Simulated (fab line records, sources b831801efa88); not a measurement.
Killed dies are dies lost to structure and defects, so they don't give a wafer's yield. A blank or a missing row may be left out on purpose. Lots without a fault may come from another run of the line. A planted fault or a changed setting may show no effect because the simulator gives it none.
One fault seen from 2 desks | flow gf180mcu | each desk has only its own numbers; what lay behind them comes last

THE METROLOGY DESK
What the gauges read, lot by lot, whatever tool the lot ran on: means of the sampled wafers that have a number. A lot is out of limits, marked OUT, if its mean lies more than 4 standard deviations from the usual mean; the brackets give that distance.
Columns: A = V5_W_RS at GF_V5_RS_MEAS_24, usual 0.327 ohm/sq; B = V5_W_THK at GF_V5_THK_MEAS_25, usual 342 nm
lot  | first seen here | A     | B
L521 | day 29 20:19    | 0.324 | 346
L523 | day 30 13:04    | 0.329 | 344
L526 | day 31 07:08    | 0.327 | 336
L532 | day 32 18:23    | 0.329 | 340
L534 | day 33 00:15    | 0.330 | 336
This desk's finding: nothing out of limits on any of the 5 lots.

THE TOOL OWNER'S DESK: pvd_sputter-01
The tool's own readings at GF_TOP_METAL_SPUTTER_03 (material Ti, target thk 5 nm, time 3.3 s): means of the sampled wafers that have a number, for each lot that ran on this tool. A lot is out of limits, marked OUT, if its mean lies more than 4 standard deviations from the usual mean; the brackets give that distance.
Columns: A = cathode_dc_power_W at GF_TOP_METAL_SPUTTER_03, usual 3000.0 W; B = throttle_valve_pct at GF_TOP_METAL_SPUTTER_03, usual 29.7 %
lot  | first seen here | A                | B
L521 | day 29 20:59    | 2999.6           | 29.4
L523 | day 30 13:44    | 2957.4 (-75) OUT | 29.3
This desk's finding: out of limits on L523; first on L523, day 30 13:44 (cathode_dc_power_W at GF_TOP_METAL_SPUTTER_03). In limits: L521.

PUT TOGETHER
The tool owner's desk could have raised an alarm at day 30 13:44, on L523.
The metrology desk saw nothing out of limits.
The metrology desk has L523 on record, within its limits.
Of the lots named, all ran GF_TOP_METAL_SPUTTER_03 on pvd_sputter-01.

WHAT THE SIMULATOR HAD PUT IN
Process parameter drift: pvd_sputter-01, from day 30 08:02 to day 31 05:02, at GF_TOP_METAL_SPUTTER_03. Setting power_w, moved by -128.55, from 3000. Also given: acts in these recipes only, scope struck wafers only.
Lots struck among those shown: L523.
Hours from the fault's start to each desk's first reading out of limits: the tool owner's desk, 6.
